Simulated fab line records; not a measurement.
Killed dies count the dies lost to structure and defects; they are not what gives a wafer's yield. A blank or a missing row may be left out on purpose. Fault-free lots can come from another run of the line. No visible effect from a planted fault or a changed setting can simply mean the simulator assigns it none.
The same fault as seen by 2 desks | flow gf180mcu | what lay behind the numbers comes last; until then each desk has only its own

## FOR THE TOOL OWNER'S DESK: hdpcvd-01
The tool's own readings at GF_V2_CVD_00 (deposits SiO2, target thk 600 nm, time 100 s): means of the sampled wafers that have a number, for each lot that ran on this tool. The brackets show how far a lot's mean lies from the usual mean; more than 4 standard deviations puts the lot out of limits, marked OUT.
Columns: A = pressureMtorr at GF_V2_CVD_00, usual 6.001 mTorr; B = sih4FlowSccm at GF_V2_CVD_00, usual 59.94 sccm
lot  | first seen here | A     | B
L719 | day 20 06:38    | 5.997 | 60.00
L720 | day 20 11:10    | 6.005 | 59.77
L721 | day 21 04:28    | 6.010 | 60.08
L724 | day 22 03:09    | 5.991 | 59.75
L725 | day 22 11:23    | 6.005 | 59.86
L727 | day 23 02:49    | 6.017 | 59.89
L728 | day 23 08:01    | 6.003 | 59.89
L730 | day 23 22:31    | 6.001 | 64.07 (+23) OUT
L731 | day 24 10:47    | 6.009 | 63.91 (+22) OUT
L732 | day 24 14:37    | 5.998 | 68.06 (+45) OUT
This desk's verdict: out of limits on L730, L731, L732, starting with L730 at day 23 22:31 (sih4FlowSccm at GF_V2_CVD_00). Within limits: L719, L720, L721, L724, L725, L727, L728.

## METROLOGY DESK
Lot by lot, what the gauges showed, no matter which tool ran the lot: averages of those sampled wafers that carry a number. The brackets show how far a lot's mean lies from the usual mean; more than 4 standard deviations puts the lot out of limits, marked OUT.
Columns: A = cdNm at GF_M2_CD_MEAS_14, usual 280.2 nm; B = V2_CVD_00_THK at GF_V2_THK_MEAS_01, usual 603 nm
lot  | first seen here | A     | B
L719 | day 20 05:48    | 280.5 | 602
L720 | day 20 10:22    | 279.9 | 602
L721 | day 21 03:30    | 279.4 | 599
L722 | day 21 14:54    | 279.4 | 613
L724 | day 22 02:20    | 280.7 | 596
L725 | day 22 10:28    | 279.9 | 603
L727 | day 23 02:01    | 280.7 | 593
L728 | day 23 07:10    | 279.7 | 600
L730 | day 23 21:19    | 278.8 | 642 (+6.2) OUT
L731 | day 24 09:34    | 278.3 | 639 (+5.8) OUT
L732 | day 24 13:25    | 278.9 | 685 (+13) OUT
L738 | day 26 12:33    | 281.6 | 607
Per this desk, out of limits: L730, L731, L732; the first was L730, day 23 22:37 (V2_CVD_00_THK at GF_V2_THK_MEAS_01). Within limits: L719, L720, L721, L722, L724, L725, L727, L728, L738.

## BROUGHT TOGETHER
An alarm could have come from the tool owner's desk at day 23 22:31, on L730, L731, L732.
At day 23 22:37 the metrology desk could have sounded an alarm, on L730, L731, L732.
The lots listed all ran GF_V2_CVD_00 on hdpcvd-01.

## WHAT HAD BEEN PUT IN BY THE SIMULATOR
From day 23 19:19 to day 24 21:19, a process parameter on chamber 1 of hdpcvd-01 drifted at GF_V2_CVD_00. Setting sih4FlowSccm, moved by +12, from 60. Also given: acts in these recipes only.
Shown lots that were struck: L730, L731, L732.
Hours from the fault's start to each desk's first reading out of limits: the tool owner's desk, 3; the metrology desk, 3.
